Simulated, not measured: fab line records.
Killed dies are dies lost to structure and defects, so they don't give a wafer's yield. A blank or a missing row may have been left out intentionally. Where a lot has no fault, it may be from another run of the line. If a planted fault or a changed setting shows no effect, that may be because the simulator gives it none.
The tool behind it: which one? || flow gf180mcu || 24 lots, 72 wafers sampled, at 6 steps of a route of 602

WHAT EACH GAUGE READ, for each wafer
GF_M2_CD_MEAS_14: target cd 280 nm.
{"lot": "L074", "measured": "day 19 02:55", "on": "cd_sem-01", "cd_nm (nm)": "279.5 279.6 278.1"}
{"lot": "L075", "measured": "day 19 20:38", "on": "cd_sem-01", "cd_nm (nm)": "279.2 280.4 280.7"}
{"lot": "L076", "measured": "day 20 00:38", "on": "cd_sem-01", "cd_nm (nm)": "280.3 280.8 279.8"}
{"lot": "L077", "measured": "day 20 07:10", "on": "cd_sem-01", "cd_nm (nm)": "280.5 281.1 281.2"}
{"lot": "L078", "measured": "day 20 21:40", "on": "cd_sem-01", "cd_nm (nm)": "280.0 280.3 279.2"}
{"lot": "L079", "measured": "day 21 03:07", "on": "cd_sem-01", "cd_nm (nm)": "278.0 278.9 279.7"}
{"lot": "L080", "measured": "day 21 20:07", "on": "cd_sem-01", "cd_nm (nm)": "282.0 280.9 281.7"}
{"lot": "L081", "measured": "day 22 01:52", "on": "cd_sem-02", "cd_nm (nm)": "281.9 281.3 281.7"}
{"lot": "L082", "measured": "day 22 06:58", "on": "cd_sem-01", "cd_nm (nm)": "280.2 279.8 279.7"}
{"lot": "L083", "measured": "day 22 10:04", "on": "cd_sem-02", "cd_nm (nm)": "280.5 282.1 280.7"}
{"lot": "L084", "measured": "day 23 03:43", "on": "cd_sem-02", "cd_nm (nm)": "281.9 281.8 282.6"}
{"lot": "L085", "measured": "day 23 07:07", "on": "cd_sem-02", "cd_nm (nm)": "281.1 281.4 280.4"}
{"lot": "L086", "measured": "day 23 10:38", "on": "cd_sem-02", "cd_nm (nm)": "279.9 281.2 280.0"}
{"lot": "L087", "measured": "day 24 01:22", "on": "cd_sem-02", "cd_nm (nm)": "279.5 278.1 279.3"}
{"lot": "L088", "measured": "day 24 09:11", "on": "cd_sem-01", "cd_nm (nm)": "280.7 281.8 279.8"}
{"lot": "L089", "measured": "day 25 04:34", "on": "cd_sem-02", "cd_nm (nm)": "281.4 281.8 281.0"}
{"lot": "L090", "measured": "day 25 05:52", "on": "cd_sem-01", "cd_nm (nm)": "279.5 279.4 279.0"}
{"lot": "L091", "measured": "day 25 08:05", "on": "cd_sem-02", "cd_nm (nm)": "279.8 279.1 279.0"}
{"lot": "L092", "measured": "day 25 22:53", "on": "cd_sem-01", "cd_nm (nm)": "280.9 280.1 280.2"}
{"lot": "L094", "measured": "day 26 05:56", "on": "cd_sem-02", "cd_nm (nm)": "281.4 282.5 281.8"}
{"lot": "L093", "measured": "day 26 06:17", "on": "cd_sem-02", "cd_nm (nm)": "279.6 278.1 277.6"}
{"lot": "L095", "measured": "day 26 10:28", "on": "cd_sem-01", "cd_nm (nm)": "280.6 280.2 280.9"}
{"lot": "L096", "measured": "day 26 23:46", "on": "cd_sem-02", "cd_nm (nm)": "278.5 280.1 279.8"}
{"lot": "L097", "measured": "day 27 03:40", "on": "cd_sem-02", "cd_nm (nm)": "282.0 282.2 281.5"}

GF_V5_RS_MEAS_24: a four-point-probe measurement.
{"lot": "L074", "measured": "day 27 03:46", "on": "film_metro-02", "V5_W_RS (ohm/sq)": "0.328 0.329 0.330"}
{"lot": "L075", "measured": "day 27 18:44", "on": "film_metro-02", "V5_W_RS (ohm/sq)": "0.328 0.325 0.326"}
{"lot": "L076", "measured": "day 27 23:40", "on": "film_metro-04", "V5_W_RS (ohm/sq)": "0.331 0.330 0.326"}
{"lot": "L077", "measured": "day 28 04:43", "on": "film_metro-02", "V5_W_RS (ohm/sq)": "0.328 0.325 0.328"}
{"lot": "L078", "measured": "day 28 13:15", "on": "film_metro-01", "V5_W_RS (ohm/sq)": "0.327 0.324 0.330"}
{"lot": "L079", "measured": "day 28 19:57", "on": "film_metro-02", "V5_W_RS (ohm/sq)": "0.332 0.323 0.330"}
{"lot": "L080", "measured": "day 29 07:35", "on": "film_metro-04", "V5_W_RS (ohm/sq)": "0.327 0.324 0.326"}
{"lot": "L081", "measured": "day 29 15:11", "on": "film_metro-01", "V5_W_RS (ohm/sq)": "0.323 0.328 0.328"}
{"lot": "L082", "measured": "day 29 18:05", "on": "film_metro-02", "V5_W_RS (ohm/sq)": "0.325 0.324 0.327"}
{"lot": "L083", "measured": "day 29 22:11", "on": "film_metro-01", "V5_W_RS (ohm/sq)": "0.329 0.331 0.334"}
{"lot": "L084", "measured": "day 30 11:25", "on": "film_metro-02", "V5_W_RS (ohm/sq)": "0.331 0.334 0.332"}
{"lot": "L085", "measured": "day 30 14:43", "on": "film_metro-01", "V5_W_RS (ohm/sq)": "0.329 0.331 0.330"}
{"lot": "L086", "measured": "day 30 17:42", "on": "film_metro-02", "V5_W_RS (ohm/sq)": "0.330 0.327 0.328"}
{"lot": "L087", "measured": "day 31 03:38", "on": "film_metro-02", "V5_W_RS (ohm/sq)": "0.332 0.332 0.324"}
{"lot": "L088", "measured": "day 31 12:32", "on": "film_metro-04", "V5_W_RS (ohm/sq)": "0.328 0.334 0.329"}
{"lot": "L089", "measured": "day 32 03:39", "on": "film_metro-04", "V5_W_RS (ohm/sq)": "0.325 0.328 0.326"}
{"lot": "L090", "measured": "day 32 03:53", "on": "film_metro-04", "V5_W_RS (ohm/sq)": "0.324 0.323 0.321"}
{"lot": "L091", "measured": "day 32 05:44", "on": "film_metro-02", "V5_W_RS (ohm/sq)": "0.325 0.320 0.325"}
{"lot": "L092", "measured": "day 32 15:05", "on": "film_metro-01", "V5_W_RS (ohm/sq)": "0.330 0.330 0.327"}
{"lot": "L094", "measured": "day 32 23:40", "on": "film_metro-01", "V5_W_RS (ohm/sq)": "0.325 0.325 0.323"}
{"lot": "L093", "measured": "day 33 00:38", "on": "film_metro-02", "V5_W_RS (ohm/sq)": "0.327 0.334 0.328"}
{"lot": "L095", "measured": "day 33 02:22", "on": "film_metro-01", "V5_W_RS (ohm/sq)": "0.326 0.329 0.326"}
{"lot": "L096", "measured": "day 33 09:23", "on": "film_metro-04", "V5_W_RS (ohm/sq)": "0.326 0.321 0.326"}
{"lot": "L097", "measured": "day 33 13:56", "on": "film_metro-04", "V5_W_RS (ohm/sq)": "0.329 0.329 0.329"}

WHAT TOOL EACH LOT RAN ON (gives the tool, then ch and the chambers of the sampled wafers, and finally the start)
{"lot": "L074", "GF_V2_CMP_26": "cmp-02 ch 0,1,2, day 20 05:48", "GF_V4_CVD_02": "pecvd-01 ch 1,2, day 23 08:46", "GF_MIM_CVD_05": "pecvd-02 ch 1,2, day 24 09:38", "GF_V5_CVD_02": "pecvd-04 ch 0,1,2, day 26 05:47"}
{"lot": "L075", "GF_V2_CMP_26": "cmp-01 ch 0,1,3, day 20 23:37", "GF_V4_CVD_02": "pecvd-01 ch 1,2, day 24 00:32", "GF_MIM_CVD_05": "pecvd-01 ch 0,1, day 25 00:58", "GF_V5_CVD_02": "pecvd-01 ch 1,2, day 26 20:31"}
{"lot": "L076", "GF_V2_CMP_26": "cmp-02 ch 2,3, day 21 03:40", "GF_V4_CVD_02": "pecvd-04 ch 0,2, day 24 05:50", "GF_MIM_CVD_05": "pecvd-02 ch 0,1,2, day 25 05:54", "GF_V5_CVD_02": "pecvd-02 ch 0,1,2, day 27 01:04"}
{"lot": "L077", "GF_V2_CMP_26": "cmp-01 ch 0,1,3, day 21 09:52", "GF_V4_CVD_02": "pecvd-01 ch 0,1,2, day 24 10:51", "GF_MIM_CVD_05": "pecvd-01 ch 0,1, day 25 10:46", "GF_V5_CVD_02": "pecvd-01 ch 1,2, day 27 06:52"}
{"lot": "L078", "GF_V2_CMP_26": "cmp-01 ch 1,3, day 21 23:44", "GF_V4_CVD_02": "pecvd-03 ch 0,2, day 24 23:05", "GF_MIM_CVD_05": "pecvd-01 ch 0,1,2, day 25 22:12", "GF_V5_CVD_02": "pecvd-01 ch 0,1, day 27 15:59"}
{"lot": "L079", "GF_V2_CMP_26": "cmp-01 ch 1,2, day 22 06:07", "GF_V4_CVD_02": "pecvd-04 ch 1,2, day 25 05:48", "GF_MIM_CVD_05": "pecvd-03 ch 1,2, day 26 05:09", "GF_V5_CVD_02": "pecvd-02 ch 0,2, day 28 00:23"}
{"lot": "L080", "GF_V2_CMP_26": "cmp-01 ch 0,1,3, day 22 22:32", "GF_V4_CVD_02": "pecvd-01 ch 0,1,2, day 25 20:25", "GF_MIM_CVD_05": "pecvd-01 ch 0,1, day 26 18:51", "GF_V5_CVD_02": "pecvd-01 ch 0,2, day 28 11:16"}
{"lot": "L081", "GF_V2_CMP_26": "cmp-01 ch 1,2,3, day 23 04:14", "GF_V4_CVD_02": "pecvd-04 ch 1,2, day 26 02:41", "GF_MIM_CVD_05": "pecvd-03 ch 0,1,2, day 27 01:57", "GF_V5_CVD_02": "pecvd-02 ch 0,2, day 28 18:31"}
{"lot": "L082", "GF_V2_CMP_26": "cmp-02 ch 0,3, day 23 08:31", "GF_V4_CVD_02": "pecvd-01 ch 0,1,2, day 26 06:10", "GF_MIM_CVD_05": "pecvd-02 ch 1,2, day 27 04:58", "GF_V5_CVD_02": "pecvd-04 ch 1,2, day 28 22:08"}
{"lot": "L083", "GF_V2_CMP_26": "cmp-01 ch 0,1,2, day 23 11:29", "GF_V4_CVD_02": "pecvd-01 ch 0,1,2, day 26 09:45", "GF_MIM_CVD_05": "pecvd-01 ch 0,1,2, day 27 08:36", "GF_V5_CVD_02": "pecvd-02 ch 0,1, day 29 01:24"}
{"lot": "L084", "GF_V2_CMP_26": "cmp-02 ch 0,1, day 24 04:59", "GF_V4_CVD_02": "pecvd-04 ch 0,1, day 27 00:50", "GF_MIM_CVD_05": "pecvd-01 ch 0,1, day 28 00:10", "GF_V5_CVD_02": "pecvd-01 ch 0,2, day 29 15:26"}
{"lot": "L085", "GF_V2_CMP_26": "cmp-01 ch 0,1,3, day 24 08:28", "GF_V4_CVD_02": "pecvd-04 ch 0,1,2, day 27 05:18", "GF_MIM_CVD_05": "pecvd-01 ch 0,1,2, day 28 03:59", "GF_V5_CVD_02": "pecvd-01 ch 0,1,2, day 29 18:36"}
{"lot": "L086", "GF_V2_CMP_26": "cmp-02 ch 0,1, day 24 11:44", "GF_V4_CVD_02": "pecvd-04 ch 0,2, day 27 08:13", "GF_MIM_CVD_05": "pecvd-01 ch 0,1,2, day 28 06:13", "GF_V5_CVD_02": "pecvd-04 ch 0,1,2, day 29 21:36"}
{"lot": "L087", "GF_V2_CMP_26": "cmp-02 ch 2,3, day 25 02:29", "GF_V4_CVD_02": "pecvd-03 ch 1,2, day 27 21:07", "GF_MIM_CVD_05": "pecvd-01 ch 0,1, day 28 17:53", "GF_V5_CVD_02": "pecvd-02 ch 1,2, day 30 08:35"}
{"lot": "L088", "GF_V2_CMP_26": "cmp-02 ch 0,2,3, day 25 09:55", "GF_V4_CVD_02": "pecvd-03 ch 0,1, day 28 04:39", "GF_MIM_CVD_05": "pecvd-03 ch 1,2, day 29 02:11", "GF_V5_CVD_02": "pecvd-02 ch 0,1, day 30 16:52"}
{"lot": "L089", "GF_V2_CMP_26": "cmp-02 ch 0,2, day 26 04:22", "GF_V4_CVD_02": "pecvd-01 ch 1,2, day 28 21:30", "GF_MIM_CVD_05": "pecvd-02 ch 0,2, day 29 18:32", "GF_V5_CVD_02": "pecvd-02 ch 0,1,2, day 31 08:09"}
{"lot": "L090", "GF_V2_CMP_26": "cmp-02 ch 2,3, day 26 05:53", "GF_V4_CVD_02": "pecvd-03 ch 0,1, day 28 22:21", "GF_MIM_CVD_05": "pecvd-02 ch 0,2, day 29 19:05", "GF_V5_CVD_02": "pecvd-01 ch 1,2, day 31 09:06"}
{"lot": "L091", "GF_V2_CMP_26": "cmp-02 ch 2,3, day 26 07:53", "GF_V4_CVD_02": "pecvd-01 ch 0,1,2, day 29 00:26", "GF_MIM_CVD_05": "pecvd-03 ch 1,2, day 29 21:28", "GF_V5_CVD_02": "pecvd-01 ch 0,1, day 31 11:22"}
{"lot": "L092", "GF_V2_CMP_26": "cmp-02 ch 0,1,2, day 26 21:59", "GF_V4_CVD_02": "pecvd-04 ch 0,1,2, day 29 12:47", "GF_MIM_CVD_05": "pecvd-01 ch 0,1,2, day 30 09:33", "GF_V5_CVD_02": "pecvd-04 ch 0,1,2, day 31 22:07"}
{"lot": "L094", "GF_V2_CMP_26": "cmp-01 ch 0,1,2, day 27 05:14", "GF_V4_CVD_02": "pecvd-04 ch 0,1,2, day 29 20:19", "GF_MIM_CVD_05": "pecvd-01 ch 0,1,2, day 30 16:39", "GF_V5_CVD_02": "pecvd-04 ch 0,1,2, day 32 04:47"}
{"lot": "L093", "GF_V2_CMP_26": "cmp-02 ch 1,3, day 27 05:47", "GF_V4_CVD_02": "pecvd-01 ch 0,2, day 29 20:46", "GF_MIM_CVD_05": "pecvd-01 ch 1,2, day 30 17:19", "GF_V5_CVD_02": "pecvd-02 ch 1,2, day 32 06:12"}
{"lot": "L095", "GF_V2_CMP_26": "cmp-01 ch 1,3, day 27 09:29", "GF_V4_CVD_02": "pecvd-03 ch 0,2, day 29 23:19", "GF_MIM_CVD_05": "pecvd-01 ch 0,2, day 30 19:30", "GF_V5_CVD_02": "pecvd-02 ch 1,2, day 32 07:45"}
{"lot": "L096", "GF_V2_CMP_26": "cmp-01 ch 0,2,3, day 27 22:41", "GF_V4_CVD_02": "pecvd-01 ch 0,1,2, day 30 10:59", "GF_MIM_CVD_05": "pecvd-02 ch 0,1,2, day 31 07:00", "GF_V5_CVD_02": "pecvd-02 ch 0,1,2, day 32 16:23"}
{"lot": "L097", "GF_V2_CMP_26": "cmp-01 ch 0,1,2, day 28 02:44", "GF_V4_CVD_02": "pecvd-01 ch 0,1,2, day 30 14:57", "GF_MIM_CVD_05": "pecvd-03 ch 0,1,2, day 31 10:24", "GF_V5_CVD_02": "pecvd-04 ch 1,2, day 32 20:52"}
- GF_V2_CMP_26: polishes, stops on SiO2, t overpolish 15 s, target thk 0 nm.
- GF_V4_CVD_02: deposits SiO2 from TEOS, target thk 850 nm, time 94.851 s.
- GF_MIM_CVD_05: deposits Si3N4, target thk 42 nm, time 29.086 s.
- GF_V5_CVD_02: deposits SiO2 from TEOS, target thk 1450 nm, time 163.28 s.

AS READ BY THE TOOLS THEMSELVES (means over the sampled wafers that have a number; for cases with no such wafer, the mark the record gives instead)
GF_V2_CMP_26.
{"lot": "L074", "tool": "cmp-02", "motor_current_A (A)": 10.8, "overpolish_run_s (s)": 14.999, "time_to_endpoint_s (s)": 85.7}
{"lot": "L075", "tool": "cmp-01", "motor_current_A (A)": 10.0, "overpolish_run_s (s)": 15.002, "time_to_endpoint_s (s)": 85.5}
{"lot": "L076", "tool": "cmp-02", "motor_current_A (A)": 10.3, "overpolish_run_s (s)": 14.999, "time_to_endpoint_s (s)": 85.5}
{"lot": "L077", "tool": "cmp-01", "motor_current_A (A)": 10.0, "overpolish_run_s (s)": 15.002, "time_to_endpoint_s (s)": 84.3}
{"lot": "L078", "tool": "cmp-01", "motor_current_A (A)": 10.7, "overpolish_run_s (s)": 14.990, "time_to_endpoint_s (s)": 85.7}
{"lot": "L079", "tool": "cmp-01", "motor_current_A (A)": 11.6, "overpolish_run_s (s)": 15.001, "time_to_endpoint_s (s)": 83.3}
{"lot": "L080", "tool": "cmp-01", "motor_current_A (A)": 10.3, "overpolish_run_s (s)": 14.992, "time_to_endpoint_s (s)": 84.2}
{"lot": "L081", "tool": "cmp-01", "motor_current_A (A)": 10.6, "overpolish_run_s (s)": 15.002, "time_to_endpoint_s (s)": 83.0}
{"lot": "L082", "tool": "cmp-02", "motor_current_A (A)": 11.9, "overpolish_run_s (s)": 15.004, "time_to_endpoint_s (s)": 84.9}
{"lot": "L083", "tool": "cmp-01", "motor_current_A (A)": 11.1, "overpolish_run_s (s)": 14.999, "time_to_endpoint_s (s)": 80.7}
{"lot": "L084", "tool": "cmp-02", "motor_current_A (A)": 11.5, "overpolish_run_s (s)": 15.007, "time_to_endpoint_s (s)": 86.5}
{"lot": "L085", "tool": "cmp-01", "motor_current_A (A)": 10.4, "overpolish_run_s (s)": 15.005, "time_to_endpoint_s (s)": 88.8}
{"lot": "L086", "tool": "cmp-02", "motor_current_A (A)": 11.9, "overpolish_run_s (s)": 15.006, "time_to_endpoint_s (s)": 87.8}
{"lot": "L087", "tool": "cmp-02", "motor_current_A (A)": 11.6, "overpolish_run_s (s)": 15.002, "time_to_endpoint_s (s)": 83.4}
{"lot": "L088", "tool": "cmp-02", "motor_current_A (A)": 11.3, "overpolish_run_s (s)": 15.002, "time_to_endpoint_s (s)": 83.8}
{"lot": "L089", "tool": "cmp-02", "motor_current_A (A)": 10.3, "overpolish_run_s (s)": 14.998, "time_to_endpoint_s (s)": 86.2}
{"lot": "L090", "tool": "cmp-02", "motor_current_A (A)": 10.6, "overpolish_run_s (s)": 15.001, "time_to_endpoint_s (s)": 84.1}
{"lot": "L091", "tool": "cmp-02", "motor_current_A (A)": 11.9, "overpolish_run_s (s)": 15.010, "time_to_endpoint_s (s)": 83.6}
{"lot": "L092", "tool": "cmp-02", "motor_current_A (A)": 10.9, "overpolish_run_s (s)": 15.005, "time_to_endpoint_s (s)": 84.7}
{"lot": "L094", "tool": "cmp-01", "motor_current_A (A)": 10.9, "overpolish_run_s (s)": 14.999, "time_to_endpoint_s (s)": 85.4}
{"lot": "L093", "tool": "cmp-02", "motor_current_A (A)": 11.8, "overpolish_run_s (s)": 14.989, "time_to_endpoint_s (s)": 83.4}
{"lot": "L095", "tool": "cmp-01", "motor_current_A (A)": 10.5, "overpolish_run_s (s)": 14.993, "time_to_endpoint_s (s)": 85.0}
{"lot": "L096", "tool": "cmp-01", "motor_current_A (A)": 10.7, "overpolish_run_s (s)": 14.993, "time_to_endpoint_s (s)": 85.5}
{"lot": "L097", "tool": "cmp-01", "motor_current_A (A)": 10.9, "overpolish_run_s (s)": 14.998, "time_to_endpoint_s (s)": 85.3}

GF_V4_CVD_02.
{"lot": "L074", "tool": "pecvd-01", "heater_power_w (W)": 716}
{"lot": "L075", "tool": "pecvd-01", "heater_power_w (W)": 627}
{"lot": "L076", "tool": "pecvd-04", "heater_power_w (W)": 698}
{"lot": "L077", "tool": "pecvd-01", "heater_power_w (W)": 656}
{"lot": "L078", "tool": "pecvd-03", "heater_power_w (W)": 698}
{"lot": "L079", "tool": "pecvd-04", "heater_power_w (W)": 698}
{"lot": "L080", "tool": "pecvd-01", "heater_power_w (W)": 651}
{"lot": "L081", "tool": "pecvd-04", "heater_power_w (W)": 668}
{"lot": "L082", "tool": "pecvd-01", "heater_power_w (W)": 638}
{"lot": "L083", "tool": "pecvd-01", "heater_power_w (W)": 648}
{"lot": "L084", "tool": "pecvd-04", "heater_power_w (W)": 659}
{"lot": "L085", "tool": "pecvd-04", "heater_power_w (W)": 686}
{"lot": "L086", "tool": "pecvd-04", "heater_power_w (W)": 662}
{"lot": "L087", "tool": "pecvd-03", "heater_power_w (W)": 630}
{"lot": "L088", "tool": "pecvd-03", "heater_power_w (W)": 724}
{"lot": "L089", "tool": "pecvd-01", "heater_power_w (W)": 655}
{"lot": "L090", "tool": "pecvd-03", "heater_power_w (W)": 805}
{"lot": "L091", "tool": "pecvd-01", "heater_power_w (W)": 669}
{"lot": "L092", "tool": "pecvd-04", "heater_power_w (W)": 698}
{"lot": "L094", "tool": "pecvd-04", "heater_power_w (W)": 649}
{"lot": "L093", "tool": "pecvd-01", "heater_power_w (W)": 731}
{"lot": "L095", "tool": "pecvd-03", "heater_power_w (W)": 734}
{"lot": "L096", "tool": "pecvd-01", "heater_power_w (W)": 676}
{"lot": "L097", "tool": "pecvd-01", "heater_power_w (W)": 665}

GF_MIM_CVD_05.
{"lot": "L074", "tool": "pecvd-02", "heater_power_w (W)": 660}
{"lot": "L075", "tool": "pecvd-01", "heater_power_w (W)": 608}
{"lot": "L076", "tool": "pecvd-02", "heater_power_w (W)": 676}
{"lot": "L077", "tool": "pecvd-01", "heater_power_w (W)": 611}
{"lot": "L078", "tool": "pecvd-01", "heater_power_w (W)": 648}
{"lot": "L079", "tool": "pecvd-03", "heater_power_w (W)": 711}
{"lot": "L080", "tool": "pecvd-01", "heater_power_w (W)": 611}
{"lot": "L081", "tool": "pecvd-03", "heater_power_w (W)": 711}
{"lot": "L082", "tool": "pecvd-02", "heater_power_w (W)": 612}
{"lot": "L083", "tool": "pecvd-01", "heater_power_w (W)": 697}
{"lot": "L084", "tool": "pecvd-01", "heater_power_w (W)": 553}
{"lot": "L085", "tool": "pecvd-01", "heater_power_w (W)": 634}
{"lot": "L086", "tool": "pecvd-01", "heater_power_w (W)": 629}
{"lot": "L087", "tool": "pecvd-01", "heater_power_w (W)": 639}
{"lot": "L088", "tool": "pecvd-03", "heater_power_w (W)": 676}
{"lot": "L089", "tool": "pecvd-02", "heater_power_w (W)": 693}
{"lot": "L090", "tool": "pecvd-02", "heater_power_w (W)": 703}
{"lot": "L091", "tool": "pecvd-03", "heater_power_w (W)": 666}
{"lot": "L092", "tool": "pecvd-01", "heater_power_w (W)": 595}
{"lot": "L094", "tool": "pecvd-01", "heater_power_w (W)": 685}
{"lot": "L093", "tool": "pecvd-01", "heater_power_w (W)": 624}
{"lot": "L095", "tool": "pecvd-01", "heater_power_w (W)": 705}
{"lot": "L096", "tool": "pecvd-02", "heater_power_w (W)": 633}
{"lot": "L097", "tool": "pecvd-03", "heater_power_w (W)": 689}

GF_V5_CVD_02.
{"lot": "L074", "tool": "pecvd-04", "heater_power_w (W)": 637}
{"lot": "L075", "tool": "pecvd-01", "heater_power_w (W)": 667}
{"lot": "L076", "tool": "pecvd-02", "heater_power_w (W)": 741}
{"lot": "L077", "tool": "pecvd-01", "heater_power_w (W)": 670}
{"lot": "L078", "tool": "pecvd-01", "heater_power_w (W)": 561}
{"lot": "L079", "tool": "pecvd-02", "heater_power_w (W)": 810}
{"lot": "L080", "tool": "pecvd-01", "heater_power_w (W)": 709}
{"lot": "L081", "tool": "pecvd-02", "heater_power_w (W)": 771}
{"lot": "L082", "tool": "pecvd-04", "heater_power_w (W)": 654}
{"lot": "L083", "tool": "pecvd-02", "heater_power_w (W)": 686}
{"lot": "L084", "tool": "pecvd-01", "heater_power_w (W)": 706}
{"lot": "L085", "tool": "pecvd-01", "heater_power_w (W)": 648}
{"lot": "L086", "tool": "pecvd-04", "heater_power_w (W)": 627}
{"lot": "L087", "tool": "pecvd-02", "heater_power_w (W)": 657}
{"lot": "L088", "tool": "pecvd-02", "heater_power_w (W)": 668}
{"lot": "L089", "tool": "pecvd-02", "heater_power_w (W)": 699}
{"lot": "L090", "tool": "pecvd-01", "heater_power_w (W)": 641}
{"lot": "L091", "tool": "pecvd-01", "heater_power_w (W)": 593}
{"lot": "L092", "tool": "pecvd-04", "heater_power_w (W)": 709}
{"lot": "L094", "tool": "pecvd-04", "heater_power_w (W)": 687}
{"lot": "L093", "tool": "pecvd-02", "heater_power_w (W)": 640}
{"lot": "L095", "tool": "pecvd-02", "heater_power_w (W)": 586}
{"lot": "L096", "tool": "pecvd-02", "heater_power_w (W)": 716}
{"lot": "L097", "tool": "pecvd-04", "heater_power_w (W)": 657}

THE ANSWER, worked out from the rows above alone
Rule: the lots themselves supply what counts as usual. The widest of any qualifying gaps counts: lots, ordered by their means at a reading, are off when they make up no more than a third of the lots, leave a main group of 4 or more, and stand apart from it by 3 or more times the standard deviation of that group's means. Not used: any main group whose means are identical at the precision the tables above print for the reading. A lot without any number at a reading at which 4 lots or more have one is off too. All remaining lots with rows at the step are treated as sound. First the gauges in route order, then the tools' own readings, where a lot's mean is used as printed above. The first step at which some lot is off is used, and at that step the reading that is off furthest; a lot without a number counts as furthest.
No lot is off at any reading shown: from this, nothing can be told.

WHAT WAS PUT IN BY THE SIMULATOR
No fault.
